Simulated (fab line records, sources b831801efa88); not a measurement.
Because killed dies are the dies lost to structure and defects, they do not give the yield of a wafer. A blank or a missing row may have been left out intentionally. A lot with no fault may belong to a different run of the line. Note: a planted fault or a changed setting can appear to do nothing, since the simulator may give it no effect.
fab line records	flow sky130
record: lots: 14	wafers: 42	lastDay: 50
route steps=708 shown CONTACT@432 METAL1@435
lots untouched by any fault: they come from a run of this same line in which no faults occurred
startH: hours from the record's first day to the start of the lot's first wafer shown	waitH: hours since the lot's step before	" same as the row above	L1.1+2: a single row standing in for several wafers	- value missing, or start not given	* or withheld: withheld	< > ~ a bound
route shown NAME@n: names a module that has steps shown in the file, with the first one's number in the route	usual: mean and standard deviation over wafers with no fault	same: alike in all rows	chamber/n: place in a boat	sites: per-site readings	_std_site: the standard deviation of these	_edge_site: outer sites' mean less inner sites'	radiusMm: for every site, how far away it sits from the centre of the wafer	mask NAME#n: copy n	behind: the most recent tool/chamber to have shaped the wafer	hold: why the lot went on hold/how many hours it stayed there/how the hold came to an end	device: the transistor (n, p or np) that didn't switch	end of line: tests of these same wafers at the route's end	a step given without rows: its recipe and nothing more	killed: not the wafer's yield, but the dies lost to structure and defects at the first sort	map: dies across one wafer; x = killed, . = not, _ = none there
set.NAME: the run value of the setting; set.NAME@STEP: its run value at that earlier step	model.NAME: the simulator's own value behind a step, which no gauge read
the route's steps for a sample of lots (tables are steps, rows are wafers)
services: a tool's chamber out of use, with start hour (startH, from the record's first day; less than 0 if before it), hours out, and reason
== steps ==
step: SKY_CONTACT_THK_MEAS_26
recipe: thkMeasGauge: xrf	reads: W_of_CONTACT_CVD_24
usual: CONTACT_W_THK: 337/4.8
lot.wafer	tool	chamber	startH	waitH	CONTACT_W_THK[nm]
L764.2	filmMetro-03	-	734.97	0.1	348
L764.4	"	-	"	"	341
L764.5	"	-	"	"	345
L766.2	filmMetro-02	-	753.17	0.1	338
L766.3	"	-	"	"	336
L766.4	"	-	"	"	335
L768.3	filmMetro-03	-	771.67	0.1	340
L768.5	"	-	"	"	341
L768.6	"	-	"	"	346
L770.2	filmMetro-01	-	783.99	0.1	340
L770.3	"	-	"	"	340
L770.5	"	-	"	"	338
L769.1	filmMetro-02	-	791.96	0.1	345
L769.2	"	-	"	"	331
L769.4	"	-	"	"	330
L771.1	filmMetro-02	-	796.96	0.1	338
L771.5	"	-	"	"	344
L771.6	"	-	"	"	330
L772.1	filmMetro-03	-	816.81	0.1	343
L772.3	"	-	"	"	340
L772.4	"	-	"	"	341
L774.1	filmMetro-03	-	838.00	0.1	342
L774.3	"	-	"	"	338
L774.4	"	-	"	"	334
L776.1	filmMetro-03	-	842.20	0.1	341
L776.5	"	-	"	"	341
L776.6	"	-	"	"	334
L777.1	filmMetro-03	-	848.56	0.1	341
L777.2	"	-	"	"	342
L777.4	"	-	"	"	342
L779.3	filmMetro-02	-	855.42	0.1	326
L779.5	"	-	"	"	339
L779.6	"	-	"	"	326
L781.1	filmMetro-01	-	871.87	0.1	334
L781.4	"	-	"	"	334
L781.5	"	-	"	"	333
L780.2	filmMetro-03	-	872.72	0.1	334
L780.3	"	-	"	"	341
L780.5	"	-	"	"	337
L786.1	filmMetro-02	-	905.17	0.1	338
L786.2	"	-	"	"	336
L786.3	"	-	"	"	335
step: SKY_METAL1_SPUTTER_01
recipe: material: TiN	targetThkNm: 20	powerW: 6500	timeS: 16.7	chamberPressurePa: 0.4
usual: throttleValvePct: 30.6/0.76
lot.wafer	tool	chamber	startH	waitH	throttleValvePct
L764.2	pvdSputter-03	-	735.34	0.0	30.9
L764.4	"	-	"	"	31.8
L764.5	"	-	"	"	30.0
L766.2	pvdSputter-01	-	753.66	0.0	30.5
L766.3	"	-	"	"	30.4
L766.4	"	-	"	"	30.1
L768.3	pvdSputter-03	-	772.03	0.0	31.9
L768.5	"	-	"	"	29.7
L768.6	"	-	"	"	29.2
L770.2	pvdSputter-03	-	784.36	0.0	31.1
L770.3	"	-	"	"	31.7
L770.5	"	-	"	"	31.8
L769.1	pvdSputter-01	-	792.35	0.0	30.5
L769.2	"	-	"	"	30.0
L769.4	"	-	"	"	31.3
L771.1	pvdSputter-02	-	797.34	0.0	31.0
L771.5	"	-	"	"	30.8
L771.6	"	-	"	"	30.7
L772.1	pvdSputter-03	-	817.19	0.0	31.7
L772.3	"	-	"	"	29.9
L772.4	"	-	"	"	28.9
L774.1	pvdSputter-01	-	838.38	0.0	30.3
L774.3	"	-	"	"	30.0
L774.4	"	-	"	"	30.0
L776.1	pvdSputter-01	-	842.58	0.0	29.8
L776.5	"	-	"	"	29.8
L776.6	"	-	"	"	31.1
L777.1	pvdSputter-02	-	848.94	0.0	31.5
L777.2	"	-	"	"	30.8
L777.4	"	-	"	"	31.3
L779.3	pvdSputter-02	-	855.78	0.0	31.6
L779.5	"	-	"	"	31.1
L779.6	"	-	"	"	31.7
L781.1	pvdSputter-01	-	872.25	0.0	31.3
L781.4	"	-	"	"	30.6
L781.5	"	-	"	"	31.2
L780.2	pvdSputter-01	-	873.11	0.0	30.3
L780.3	"	-	"	"	31.0
L780.5	"	-	"	"	30.7
L786.1	pvdSputter-01	-	905.55	0.0	31.6
L786.2	"	-	"	"	29.9
L786.3	"	-	"	"	30.2
step: SKY_METAL1_EXPOSE_12
recipe: maskId: MM1	na: 0.8	sourceShape: annular	sigmaInner: 0.55	sigmaOuter: 0.85	targetCdNm: 140	doseMj: 28
usual: exposureDoseMJCm2: 28.043/0.026	focusOffsetNm: 0.0/0.47	reticleTempC: 23.00/0.1
lot.wafer	tool	chamber	startH	waitH	mask	exposureDoseMJCm2	focusOffsetNm	reticleTempC
L764.2	krfScanner-01	0	749.73	-	MM1#0	28.091	-0.5	22.86
L764.4	"	0	"	"	MM1#0	28.050	0.8	23.01
L764.5	"	0	"	"	MM1#0	28.051	0.0	22.86
L766.2	krfScanner-01	0	766.66	-	MM1#0	28.067	-0.6	23.09
L766.3	"	0	"	"	MM1#0	28.033	-0.5	23.06
L766.4	"	0	"	"	MM1#0	28.023	-0.8	23.14
L768.3	krfScanner-01	0	786.18	-	MM1#0	28.021	-0.2	23.11
L768.5	"	0	"	"	MM1#0	28.015	0.5	23.21
L768.6	"	0	"	"	MM1#0	27.985	-0.4	22.94
L770.2	krfScanner-02	0	797.56	-	MM1#0	28.063	-0.1	23.03
L770.3	"	0	"	"	MM1#0	28.065	-0.6	22.89
L770.5	"	0	"	"	MM1#0	28.110	-0.5	22.91
L769.1	krfScanner-01	0	805.59	-	MM1#0	28.057	-0.1	22.95
L769.2	"	0	"	"	MM1#0	28.016	-0.4	23.10
L769.4	"	0	"	"	MM1#0	28.036	0.5	22.84
L771.1	krfScanner-01	0	811.04	-	MM1#0	28.076	0.1	22.89
L771.5	"	0	"	"	MM1#0	28.062	1.1	23.10
L771.6	"	0	"	"	MM1#0	28.065	0.9	22.89
L772.1	krfScanner-01	0	830.22	-	MM1#0	28.044	0.4	23.06
L772.3	"	0	"	"	MM1#0	28.021	0.1	22.99
L772.4	"	0	"	"	MM1#0	28.007	0.4	22.91
L774.1	krfScanner-01	0	850.76	-	MM1#0	28.041	0.0	23.12
L774.3	"	0	"	"	MM1#0	28.041	0.4	23.00
L774.4	"	0	"	"	MM1#0	28.057	-0.2	23.13
L776.1	krfScanner-02	0	855.54	-	MM1#0	28.079	0.7	23.04
L776.5	"	0	"	"	MM1#0	28.055	0.1	22.96
L776.6	"	0	"	"	MM1#0	28.027	0.3	23.01
L777.1	krfScanner-01	0	862.78	-	MM1#0	28.043	0.9	22.92
L777.2	"	0	"	"	MM1#0	28.074	-0.2	22.96
L777.4	"	0	"	"	MM1#0	28.051	0.2	22.95
L779.3	krfScanner-02	-	870.15	-	MM1#0	-	-	-
L779.5	"	-	"	"	MM1#0	-	-	-
L779.6	"	-	"	"	MM1#0	-	-	-
L781.1	krfScanner-01	-	885.44	-	MM1#0	-	-	-
L781.4	"	-	"	"	MM1#0	-	-	-
L781.5	"	-	"	"	MM1#0	-	-	-
L780.2	krfScanner-01	0	886.26	-	MM1#0	28.027	-0.7	22.98
L780.3	"	0	"	"	MM1#0	28.017	0.6	23.02
L780.5	"	0	"	"	MM1#0	28.018	0.1	23.05
L786.1	krfScanner-01	0	919.28	-	MM1#0	28.019	-1.1	22.85
L786.2	"	0	"	"	MM1#0	28.001	-0.3	23.01
L786.3	"	0	"	"	MM1#0	28.029	-0.6	22.94
step: SKY_METAL1_STRIP_20
recipe: chemistry: O2/N2	powerW: 1400	pressureMtorr: 1500	platenTempC: withheld	o2FlowSccm: 3000	n2FlowSccm: 300	overashFraction: 0.5
usual: drypumpMotorCurrentA: 5.59/0.27	oesProductAu: 0.344/0.005	stripTimeToEndpointS: 2.70/0.06
lot.wafer	tool	chamber	startH	waitH	drypumpMotorCurrentA	oesProductAu	rfHoursCounterH	stripTimeToEndpointS
L764.2	plasmaAsher-03	1	762.93	0.1	5.15	0.343	30	2.70
L764.4	"	1	"	"	5.13	0.344	-	2.73
L764.5	"	1	"	"	5.14	0.342	-	2.71
L766.2	plasmaAsher-01	1	780.41	0.1	5.42	0.343	65	2.73
L766.3	"	0	"	"	6.01	0.338	-	2.61
L766.4	"	1	"	"	5.42	0.353	-	2.75
L768.3	plasmaAsher-01	0	799.24	0.1	6.02	0.347	-	2.78
L768.5	"	0	"	"	6.00	0.347	-	2.69
L768.6	"	1	"	"	5.47	0.341	-	2.69
L770.2	plasmaAsher-01	1	811.37	0.1	5.45	0.343	68	2.74
L770.3	"	1	"	"	5.44	0.336	-	2.64
L770.5	"	1	"	"	5.45	0.342	-	2.63
L769.1	plasmaAsher-01	1	818.96	0.1	5.41	0.346	69	2.70
L769.2	"	0	"	"	6.02	0.345	69	2.70
L769.4	"	0	"	"	6.03	0.344	-	2.68
L771.1	plasmaAsher-02	1	824.78	0.1	5.47	0.348	105	2.70
L771.5	"	0	"	"	5.72	0.340	-	2.74
L771.6	"	1	"	"	5.47	0.339	-	2.67
L772.1	plasmaAsher-02	1	843.51	0.1	5.48	0.336	107	2.75
L772.3	"	0	"	"	5.74	0.346	-	2.71
L772.4	"	1	"	"	5.48	0.343	-	2.74
L774.1	plasmaAsher-01	1	864.48	0.1	5.45	0.344	73	2.70
L774.3	"	0	"	"	6.00	0.344	-	2.72
L774.4	"	1	"	"	5.46	0.348	-	2.73
L776.1	plasmaAsher-02	1	869.31	0.1	5.47	0.341	109	2.71
L776.5	"	0	"	"	5.74	0.344	-	2.70
L776.6	"	1	"	"	5.48	0.349	-	2.71
L777.1	plasmaAsher-01	0	875.37	0.1	6.00	0.339	75	2.73
L777.2	"	1	"	"	5.45	0.339	75	2.74
L777.4	"	1	"	"	5.46	0.342	-	2.74
L779.3	plasmaAsher-02	0	882.26	0.1	5.72	0.345	-	2.75
L779.5	"	0	"	"	5.72	0.349	-	2.74
L779.6	"	1	"	"	5.48	0.339	-	2.79
L781.1	plasmaAsher-03	1	898.56	0.1	5.14	0.340	43	2.53
L781.4	"	0	"	"	5.61	0.339	-	2.57
L781.5	"	1	"	"	5.15	0.342	-	2.63
L780.2	plasmaAsher-03	0	899.63	0.1	5.64	0.335	44	2.76
L780.3	"	0	"	"	5.61	0.347	-	2.79
L780.5	"	1	"	"	5.13	0.345	-	2.76
L786.1	plasmaAsher-02	1	931.47	0.1	5.49	0.344	114	2.64
L786.2	"	0	"	"	5.72	0.346	114	2.70
L786.3	"	0	"	"	5.74	0.348	-	2.68
== services ==
tool	chamber	startH	hours	kind
pvdSputter-03	-	715.95	2.8	repair
pvdSputter-01	-	721.69	7.6	repair
krfScanner-01	-	731.75	4.4	pm
pvdSputter-02	-	738.12	12.3	repair
krfScanner-01	-	740.27	4.0	pm
krfScanner-02	-	744.30	4.0	pm
krfScanner-02	-	759.21	4.4	pm
krfScanner-01	-	778.43	1.3	pm
krfScanner-01	-	794.26	9.3	repair
krfScanner-02	-	803.60	0.8	pm
pvdSputter-03	-	803.80	0.9	repair
plasmaAsher-02	-	805.75	3.1	repair
krfScanner-02	-	853.37	1.3	pm
krfScanner-01	-	854.73	0.8	pm
krfScanner-01	-	856.41	1.0	pm
krfScanner-02	-	862.48	1.0	pm
krfScanner-02	-	875.12	0.5	repair
krfScanner-02	-	886.92	20.2	repair
pvdSputter-01	-	888.99	3.3	repair
plasmaAsher-02	-	898.92	14.6	pm
pvdSputter-01	-	899.16	1.0	repair
plasmaAsher-01	-	901.07	0.8	repair
krfScanner-02	-	902.70	0.7	repair
plasmaAsher-01	-	912.26	4.3	pm
== key ==
firstSign: step: SKY_METAL1_EXPOSE_12	reading: toolRecord	direction: missing
effect none on later readings
metAt SKY_METAL1_EXPOSE_12
struckLots L779,L781
laterRowsLeftOut L779.3,L779.5,L779.6,L781.1,L781.4,L781.5
sortLeftOut L779.3,L779.5,L779.6,L781.1,L781.4,L781.5
notActingAt SKY_CONTACT_THK_MEAS_26,SKY_METAL1_SPUTTER_01,SKY_METAL1_STRIP_20
onsetBetween 862.78 870.15
fault: kind: skippedStepWhole	tool: krfScanner-01,krfScanner-02	chamber: -	onsetH: 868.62	steps: SKY_METAL1_EXPOSE_12	scope: struckLotsOnly
sortLeftOut: the simulated sort isn't trusted on such a fault, so these wafers' sort isn't shown, and their yield isn't known
laterRowsLeftOut: the simulator's readings of these wafers behind a module that went badly wrong aren't trusted and aren't shown, but for the sort
